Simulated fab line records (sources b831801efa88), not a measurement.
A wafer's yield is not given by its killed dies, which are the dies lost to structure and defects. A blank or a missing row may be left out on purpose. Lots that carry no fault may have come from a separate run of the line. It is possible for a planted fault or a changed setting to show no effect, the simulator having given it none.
Comparing a struck lot with a sound one	flow sky130	42 steps out of a route of 708
Sound: these wafers, L564.1, L564.3, L564.6. Struck: wafers L566.2, L566.4. (L566.5 of the same lot was not struck and is left out.) The cause comes at the end.
At each step with rows: each side's tool, then ch and its chambers, then its first start. Under that, the readings that differ: sound wafers	struck wafers	difference of the means	sigmas: that difference in standard deviations of wafers without a fault.
alike: readings with means less than 2 such deviations apart, plus words and numbers identical on both sides. not compared: withheld readings, readings lacking a value on some wafer, bounds such as >300 that could conceal the same value, and numbers that have no deviation in the record and whose values overlap.
Wherever a step has rows on one side only, a row that says differs or no value, or a row with sigmas, the two part there. Non-overlapping numbers with no deviation appear without sigmas and do not part them. Lack of a reading on every wafer of one side parts them only where that side has two or more wafers.

SKY_POLY_CUT_ETCH_11: etches Si3N4 in CF4/CH2F2/Ar, stops on poly-Si, time 42.5 s, target depth 60 nm.
  sound on rie-diel-02 ch 0,1, day 26 02:29; struck on rie-diel-01 ch 2,3, day 26 10:44
  alike: drypump-motor-current-A, oes-product-au, throttle-valve-pct
  not compared: rf-hours-counter-h
SKY_POLY_CUT_STRIP_12: strips in O2/N2.
  sound on plasma-asher-01 ch 0,1, day 26 02:31; struck on plasma-asher-03 ch 1, day 26 10:46
  alike: drypump-motor-current-A, oes-product-au, strip-time-to-endpoint-s
  not compared: rf-hours-counter-h
then, 7 steps without rows for these wafers: SKY_SD_P_DEHYDRATE_00 (time 60 s); SKY_SD_P_HMDS_01 (prime time 60 s); SKY_SD_P_COAT_02 (resist thk 1140 nm); SKY_SD_P_SOFTBAKE_03 (time 60 s); SKY_SD_P_EXPOSE_04 (exposes mask PSDM, target cd 380 nm); SKY_SD_P_PEB_05; SKY_SD_P_DEVELOP_06 (develop time 60 s).
SKY_SD_P_CD_MEAS_07: the cd target is 380 nm.
  sound on cd-sem-01 at day 27 05:55; struck on cd-sem-01 at day 27 14:32
  alike: cd-nm
SKY_SD_P_OVL_MEAS_08:
  sound on overlay-02 at day 27 06:02; struck on overlay-02 at day 27 14:38
reading	sound	struck	difference	sigmas
SD_P_OVL (nm)	-1.5 0.9 -1.5	1.7 3.1	+3.1	+2
after that, 1 step had no rows for these wafers: SKY_SD_P_IMPLANT_09.
SKY_SD_P_STRIP_10: strips in O2/N2.
  sound on plasma-asher-01 ch 0, day 27 06:14; struck on plasma-asher-04 ch 0, day 27 14:49
  alike: drypump-motor-current-A, oes-product-au, strip-time-to-endpoint-s
  not compared: rf-hours-counter-h
SKY_SD_P_TW_MEAS_11:
  sound on film-metro-04 at day 27 06:20; struck on film-metro-04 at day 27 14:56
  alike: SD_P_TW
then, 8 steps without rows for these wafers: SKY_RES_XHIGH_DEHYDRATE_00 (time 60 s); SKY_RES_XHIGH_HMDS_01 (prime time 60 s); SKY_RES_XHIGH_COAT_02 (resist thk 1140 nm); SKY_RES_XHIGH_SOFTBAKE_03 (time 60 s); SKY_RES_XHIGH_EXPOSE_04 (exposes mask URPM, target cd 1270 nm); SKY_RES_XHIGH_PEB_05; SKY_RES_XHIGH_DEVELOP_06 (develop time 60 s); SKY_RES_XHIGH_IMPLANT_07.
SKY_RES_XHIGH_STRIP_08: strips in O2/N2.
  sound on plasma-asher-04 ch 0, day 28 10:13; struck on plasma-asher-02 ch 0, day 28 18:56
  alike: drypump-motor-current-A, oes-product-au, strip-time-to-endpoint-s
  not compared: rf-hours-counter-h
SKY_RES_XHIGH_TW_MEAS_09:
  sound on film-metro-03 at day 28 10:19; struck on film-metro-03 at day 28 19:02
  alike: RES_XHIGH_TW
then, 7 steps without rows for these wafers: SKY_SD_N_DEHYDRATE_00 (time 60 s); SKY_SD_N_HMDS_01 (prime time 60 s); SKY_SD_N_COAT_02 (resist thk 1140 nm); SKY_SD_N_SOFTBAKE_03 (time 60 s); SKY_SD_N_EXPOSE_04 (exposes mask NSDM, target cd 380 nm); SKY_SD_N_PEB_05; SKY_SD_N_DEVELOP_06 (develop time 60 s).
SKY_SD_N_CD_MEAS_07: the cd target is 380 nm.
  sound on cd-sem-01 at day 29 14:10; struck on cd-sem-01 at day 29 22:15
  alike: cd-nm
SKY_SD_N_OVL_MEAS_08:
  sound on overlay-01 at day 29 14:17; struck on overlay-02 at day 29 22:21
  alike: SD_N_OVL
then, 2 steps without rows for these wafers: SKY_SD_N_IMPLANT_09; SKY_SD_N_IMPLANT_10.
SKY_SD_N_STRIP_11: strips in O2/N2.
  sound on plasma-asher-02 ch 0,1, day 29 14:38; struck on plasma-asher-04 ch 0, day 29 22:41
  alike: drypump-motor-current-A, oes-product-au, strip-time-to-endpoint-s
  not compared: rf-hours-counter-h
SKY_SD_N_TW_MEAS_12:
  sound on film-metro-04 at day 29 14:44; struck on film-metro-04 at day 29 22:47
  alike: SD_N_TW
then, 1 step without rows for these wafers: SKY_SD_N_CLEAN_13 (cleans in SC1/SC2, time 150 s).
SKY_SD_N_RTA_14: time 2 s.
  sound on rtp-anneal-02 ch 0, day 29 14:50; struck on rtp-anneal-02 ch 0, day 29 22:54
  alike: lamp-power-pct, wafer_temp_C_max
SKY_SD_N_RS_MEAS_16: measurement is done with a four-point probe.
  sound on film-metro-01 at day 29 15:01; struck on film-metro-01 at day 29 23:05
  alike: SD_N_RS
SKY_SD_N_RS_MEAS_17: measurement is done with a four-point probe.
  sound on film-metro-01 at day 29 15:08; struck on film-metro-01 at day 29 23:13
  alike: SD_P_RS
-- a jump in the record: the struck wafers' starts before and after are 17 days apart (it breaks off in module SD_N and resumes in module PAD_OPEN, where the first step shown is number 708 of the route) --
SKY_PAD_OPEN_PROBE_99:
  sound on prober-01 at day 47 00:41; struck on prober-01 at day 47 07:04
reading	sound	struck	difference	sigmas
hold	- - -	await-dispo/3.2h/release await-dispo/3.2h/release	no value on the sound wafers	
killed_at_M4_up	8 3 4	2 1	-4	-2
killed-at-front-end	8 13 21	67 67	+53	+13
killed-dies	88 98 89	141 122	+40	+4
  alike: killed_at_M0_to_M3, killed-at-contacts, killed-at-other, killed-open, killed-short

WHERE THEY PART
First at SKY_SD_P_OVL_MEAS_08; last, within this record, at SKY_PAD_OPEN_PROBE_99.

WHY: what had been put in by the simulator
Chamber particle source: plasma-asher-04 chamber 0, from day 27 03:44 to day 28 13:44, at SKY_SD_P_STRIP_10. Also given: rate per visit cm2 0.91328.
